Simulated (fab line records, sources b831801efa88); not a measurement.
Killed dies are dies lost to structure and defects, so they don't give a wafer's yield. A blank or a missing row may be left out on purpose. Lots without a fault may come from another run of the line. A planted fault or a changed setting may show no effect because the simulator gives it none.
Which tool did it? | flow sky130 | 11 lots, 33 wafers sampled, at 3 steps of a route of 708

WHAT THE GAUGES READ, wafer by wafer
SKY_CONTACT_THK_MEAS_03.
lot  | measured     | on            | CONTACT_HDPCVD_THK (nm)
L596 | day 30 10:47 | film_metro-02 | 571 563 573
L597 | day 30 15:07 | film_metro-02 | 569 574 572
L598 | day 30 20:44 | film_metro-04 | 559 566 560
L601 | day 32 02:55 | film_metro-04 | 554 561 557
L602 | day 32 10:23 | film_metro-04 | 560 554 556
L608 | day 34 09:56 | film_metro-04 | 554 569 962
L609 | day 34 18:26 | film_metro-04 | 570 551 951
L616 | day 36 15:25 | film_metro-02 | 568 566 571
L617 | day 37 06:11 | film_metro-01 | 558 556 557
L618 | day 37 08:37 | film_metro-04 | 578 575 575
L619 | day 38 19:44 | film_metro-04 | 578 574 579

WHICH TOOL RAN EACH LOT (tool, then ch and the chambers of the sampled wafers, then the start)
lot  | SKY_LDD_N_STRIP_16                   | SKY_CONTACT_HDPCVD_02
L596 | plasma_asher-04 ch 0,1, day 17 18:37 | hdpcvd-01 ch 1,2, day 30 10:42
L597 | plasma_asher-02 ch 0,1, day 18 01:58 | hdpcvd-01 ch 0,1, day 30 15:03
L598 | plasma_asher-04 ch 0, day 18 06:58   | hdpcvd-02 ch 0,1, day 30 20:40
L601 | plasma_asher-03 ch 0,1, day 19 15:56 | hdpcvd-02 ch 0,1,2, day 32 02:51
L602 | plasma_asher-02 ch 0,1, day 20 00:35 | hdpcvd-02 ch 0,1, day 32 10:19
L608 | plasma_asher-02 ch 0,1, day 22 07:12 | hdpcvd-02 ch 0,1,2, day 34 09:51
L609 | plasma_asher-02 ch 0,1, day 22 15:05 | hdpcvd-02 ch 1,2, day 34 18:22
L616 | plasma_asher-04 ch 1, day 24 22:05   | hdpcvd-01 ch 0,1, day 36 15:21
L617 | plasma_asher-04 ch 0,1, day 25 08:29 | hdpcvd-02 ch 0,2, day 37 06:07
L618 | plasma_asher-02 ch 0,1, day 25 14:56 | hdpcvd-01 ch 0,1,2, day 37 08:32
L619 | plasma_asher-04 ch 0, day 26 19:05   | hdpcvd-01 ch 0,2, day 38 19:40
- SKY_LDD_N_STRIP_16: strips in O2/N2.
- SKY_CONTACT_HDPCVD_02: deposits SiO2, target thk 565 nm, time 94.2 s.

THE ANSWER, worked out from the rows above alone
Rule: what is usual is taken from the lots themselves. Put in order of their means at a reading, lots are off if they are a third of the lots or fewer, leave a main group of 4 or more, and stand apart from it by a gap of 3 or more times the standard deviation of the main group's means; of several such gaps the widest counts. A main group whose means are all the same, to the digits that the tables above print for the reading, isn't used. A lot without any number at a reading at which 4 lots or more have one is off too. The other lots that the step has rows for count as sound.
Off: L608, L609, at SKY_CONTACT_THK_MEAS_03 (CONTACT_HDPCVD_THK). The main group: mean 566 nm, standard deviation 7.7.
A tool fits if, at a process step before that reading, it ran every lot that is off, and no sound lot after the first of them. The gauges at SKY_CONTACT_THK_MEAS_03 are tried like those tools. None of those tried fits.

WHAT THE SIMULATOR HAD PUT IN
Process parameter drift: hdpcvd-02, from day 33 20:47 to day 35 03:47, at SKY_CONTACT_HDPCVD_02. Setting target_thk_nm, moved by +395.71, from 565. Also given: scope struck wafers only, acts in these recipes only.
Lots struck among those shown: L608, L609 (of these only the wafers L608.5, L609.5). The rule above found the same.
